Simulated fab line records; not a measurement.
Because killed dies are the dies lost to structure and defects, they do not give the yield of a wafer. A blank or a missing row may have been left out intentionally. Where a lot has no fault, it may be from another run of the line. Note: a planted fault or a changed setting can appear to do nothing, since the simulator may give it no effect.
Which tool is to blame? || flow gf180mcu || 39 wafers from 13 lots sampled at 3 of the route's 602 steps

== WHAT EACH GAUGE READ, for each wafer ==
GF_M3_THK_MEAS_06: measures by xrf.
{"lot": "L959", "measured": "day 20 04:33", "on": "film_metro-03", "M3_ALCU_THK (nm)": "452 451 450"}
{"lot": "L960", "measured": "day 20 12:25", "on": "film_metro-03", "M3_ALCU_THK (nm)": "452 446 452"}
{"lot": "L961", "measured": "day 20 22:43", "on": "film_metro-01", "M3_ALCU_THK (nm)": "445 451 448"}
{"lot": "L963", "measured": "day 21 16:49", "on": "film_metro-03", "M3_ALCU_THK (nm)": "456 461 451"}
{"lot": "L964", "measured": "day 22 02:00", "on": "film_metro-03", "M3_ALCU_THK (nm)": "453 458 450"}
{"lot": "L965", "measured": "day 22 14:16", "on": "film_metro-04", "M3_ALCU_THK (nm)": "452 455 451"}
{"lot": "L966", "measured": "day 22 23:06", "on": "film_metro-01", "M3_ALCU_THK (nm)": "440 437 438"}
{"lot": "L972", "measured": "day 25 07:10", "on": "film_metro-04", "M3_ALCU_THK (nm)": "454 448 459"}
{"lot": "L974", "measured": "day 26 00:27", "on": "film_metro-01", "M3_ALCU_THK (nm)": "447 440 441"}
{"lot": "L977", "measured": "day 27 00:19", "on": "film_metro-04", "M3_ALCU_THK (nm)": "451 449 453"}
{"lot": "L979", "measured": "day 27 19:44", "on": "film_metro-04", "M3_ALCU_THK (nm)": "459 458 457"}
{"lot": "L980", "measured": "day 27 19:19", "on": "film_metro-01", "M3_ALCU_THK (nm)": "455 455 456"}
{"lot": "L981", "measured": "day 27 23:17", "on": "film_metro-03", "M3_ALCU_THK (nm)": "452 444 445"}

== WHAT TOOL EACH LOT RAN ON (gives the tool, then ch and the chambers of the sampled wafers, and finally the start) ==
{"lot": "L959", "GF_STI_ETCH_14": "rie_si-01 ch 1,3, day 2 02:41", "GF_CONTACT_ETCH_17": "rie_diel-04 ch 0,1,2, day 20 04:33 or earlier"}
{"lot": "L960", "GF_STI_ETCH_14": "rie_si-02 ch 0,2,3, day 2 06:36", "GF_CONTACT_ETCH_17": "rie_diel-02 ch 1,2,3, day 20 12:25 or earlier"}
{"lot": "L961", "GF_STI_ETCH_14": "rie_si-02 ch 1,2,3, day 2 12:17", "GF_CONTACT_ETCH_17": "rie_diel-03 ch 0,1,3, day 20 22:43 or earlier"}
{"lot": "L963", "GF_STI_ETCH_14": "rie_si-02 ch 0,2,3, day 2 22:48", "GF_CONTACT_ETCH_17": "rie_diel-02 ch 0,3, day 21 16:49 or earlier"}
{"lot": "L964", "GF_STI_ETCH_14": "rie_si-01 ch 2, day 3 03:19", "GF_CONTACT_ETCH_17": "rie_diel-03 ch 2,3, day 22 02:00 or earlier"}
{"lot": "L965", "GF_STI_ETCH_14": "rie_si-01 ch 0,2,3, day 3 08:20", "GF_CONTACT_ETCH_17": "rie_diel-02 ch 1,2,3, day 22 14:16 or earlier"}
{"lot": "L966", "GF_STI_ETCH_14": "rie_si-02 ch 1,2, day 3 13:24", "GF_CONTACT_ETCH_17": "rie_diel-04 ch 2,3, day 22 23:06 or earlier"}
{"lot": "L972", "GF_STI_ETCH_14": "rie_si-02 ch 1,2,3, day 4 21:18", "GF_CONTACT_ETCH_17": "rie_diel-04 ch 1,2, day 25 07:10 or earlier"}
{"lot": "L974", "GF_STI_ETCH_14": "rie_si-01 ch 0,2,3, day 5 06:45", "GF_CONTACT_ETCH_17": "rie_diel-04 ch 0,2,3, day 26 00:27 or earlier"}
{"lot": "L977", "GF_STI_ETCH_14": "rie_si-02 ch 0,2,3, day 5 22:53", "GF_CONTACT_ETCH_17": "rie_diel-03 ch 0,2,3, day 27 00:19 or earlier"}
{"lot": "L979", "GF_STI_ETCH_14": "rie_si-02 ch 0,1,2, day 6 08:50", "GF_CONTACT_ETCH_17": "rie_diel-04 ch 0,1,3, day 27 19:44 or earlier"}
{"lot": "L980", "GF_STI_ETCH_14": "rie_si-02 ch 0,2, day 6 14:36", "GF_CONTACT_ETCH_17": "rie_diel-03 ch 1,2,3, day 27 19:19 or earlier"}
{"lot": "L981", "GF_STI_ETCH_14": "rie_si-02 ch 0,3, day 6 19:48", "GF_CONTACT_ETCH_17": "rie_diel-04 ch 2,3, day 27 23:17 or earlier"}
- GF_STI_ETCH_14: etches Si in HBr/Cl2/O2, target depth 360 nm, time 102.9 s.
- GF_CONTACT_ETCH_17: etches SiO2 in C4F8/O2/Ar, stops on CoSi2, target depth 860 nm.

== AS READ BY THE TOOLS THEMSELVES (means over the sampled wafers that have a number; for cases with no such wafer, the mark the record gives instead) ==
GF_STI_ETCH_14.
{"lot": "L959", "tool": "rie_si-01", "drypump_motor_current_A (A)": 5.3, "oes_product_au (a.u.)": 0.991, "run_length_s (s)": 131.9, "throttle_valve_pct (%)": 25.670}
{"lot": "L960", "tool": "rie_si-02", "drypump_motor_current_A (A)": 6.0, "oes_product_au (a.u.)": 1.000, "run_length_s (s)": 131.3, "throttle_valve_pct (%)": 25.660}
{"lot": "L961", "tool": "rie_si-02", "drypump_motor_current_A (A)": 6.0, "oes_product_au (a.u.)": 1.001, "run_length_s (s)": 131.5, "throttle_valve_pct (%)": 25.650}
{"lot": "L963", "tool": "rie_si-02", "drypump_motor_current_A (A)": 6.0, "oes_product_au (a.u.)": 1.003, "run_length_s (s)": 131.5, "throttle_valve_pct (%)": 25.656}
{"lot": "L964", "tool": "rie_si-01", "drypump_motor_current_A (A)": 6.1, "oes_product_au (a.u.)": 1.002, "run_length_s (s)": 130.8, "throttle_valve_pct (%)": 25.651}
{"lot": "L965", "tool": "rie_si-01", "drypump_motor_current_A (A)": 5.7, "oes_product_au (a.u.)": 0.995, "run_length_s (s)": 131.0, "throttle_valve_pct (%)": 25.667}
{"lot": "L966", "tool": "rie_si-02", "drypump_motor_current_A (A)": 6.1, "oes_product_au (a.u.)": 1.001, "run_length_s (s)": 131.2, "throttle_valve_pct (%)": 25.654}
{"lot": "L972", "tool": "rie_si-02", "drypump_motor_current_A (A)": 6.0, "oes_product_au (a.u.)": 1.003, "run_length_s (s)": 131.6, "throttle_valve_pct (%)": 25.652}
{"lot": "L974", "tool": "rie_si-01", "drypump_motor_current_A (A)": 5.7, "oes_product_au (a.u.)": 1.002, "run_length_s (s)": 129.0, "throttle_valve_pct (%)": 25.660}
{"lot": "L977", "tool": "rie_si-02", "drypump_motor_current_A (A)": 6.0, "oes_product_au (a.u.)": 0.993, "run_length_s (s)": 131.4, "throttle_valve_pct (%)": 25.678}
{"lot": "L979", "tool": "rie_si-02", "drypump_motor_current_A (A)": 6.2, "oes_product_au (a.u.)": 1.001, "run_length_s (s)": 131.5, "throttle_valve_pct (%)": 25.655}
{"lot": "L980", "tool": "rie_si-02", "drypump_motor_current_A (A)": 6.2, "oes_product_au (a.u.)": 0.999, "run_length_s (s)": 130.9, "throttle_valve_pct (%)": 25.662}
{"lot": "L981", "tool": "rie_si-02", "drypump_motor_current_A (A)": 5.9, "oes_product_au (a.u.)": 0.997, "run_length_s (s)": 132.0, "throttle_valve_pct (%)": 25.657}

GF_CONTACT_ETCH_17.
{"lot": "L959", "tool": "rie_diel-04", "oes_product_au (a.u.)": 0.816}
{"lot": "L960", "tool": "rie_diel-02", "oes_product_au (a.u.)": 0.808}
{"lot": "L961", "tool": "rie_diel-03", "oes_product_au (a.u.)": 0.813}
{"lot": "L963", "tool": "rie_diel-02", "oes_product_au (a.u.)": 0.819}
{"lot": "L964", "tool": "rie_diel-03", "oes_product_au (a.u.)": 0.813}
{"lot": "L965", "tool": "rie_diel-02", "oes_product_au (a.u.)": 0.813}
{"lot": "L966", "tool": "rie_diel-04", "oes_product_au (a.u.)": 0.813}
{"lot": "L972", "tool": "rie_diel-04", "oes_product_au (a.u.)": 0.813}
{"lot": "L974", "tool": "rie_diel-04", "oes_product_au (a.u.)": 0.813}
{"lot": "L977", "tool": "rie_diel-03", "oes_product_au (a.u.)": 0.819}
{"lot": "L979", "tool": "rie_diel-04", "oes_product_au (a.u.)": 0.816}
{"lot": "L980", "tool": "rie_diel-03", "oes_product_au (a.u.)": 0.812}
{"lot": "L981", "tool": "rie_diel-04", "oes_product_au (a.u.)": 0.813}

== THE ANSWER, worked out from the rows above alone ==
Rule: the lots themselves supply what counts as usual. Put in order of their means at a reading, lots are off if they are a third of the lots or fewer, leave a main group of 4 or more, and stand apart from it by a gap of 3 or more times the standard deviation of the main group's means; of several such gaps the widest counts. Not used: any main group whose means are identical at the precision the tables above print for the reading. Also off: a lot with no number at a reading for which 4 or more lots have one. All remaining lots with rows at the step are treated as sound. Order of review: gauges by route order, followed by the tools' own readings, for which a lot's mean as printed above is used. The first step at which some lot is off is used, and at that step the reading that is off furthest; a lot without a number counts as furthest.
Off at GF_STI_ETCH_14 (run_length_s): L974. For the main group the mean is 131.4 s and the standard deviation 0.35.
If a tool, at that step or one of the process steps before it, ran each lot that is off and ran no sound lot following the first of them, it fits. One fits: GF_STI_ETCH_14 on rie_si-01. Its last sound lot is L965 (day 3 08:20), its first lot that is off L974 (day 5 06:45): a fault that began between those two fits.
The tool's own readings at GF_STI_ETCH_14 bear it out: on the lots that are off they differ by more than 5 times the standard deviation of the sound lots' means. run_length_s reads 129.0 s there against 131.4 s on the sound lots.

== WHAT THE SIMULATOR HAD PUT IN ==
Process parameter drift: rie_si-01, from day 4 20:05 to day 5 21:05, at GF_STI_ETCH_14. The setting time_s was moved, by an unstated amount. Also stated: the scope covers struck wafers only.
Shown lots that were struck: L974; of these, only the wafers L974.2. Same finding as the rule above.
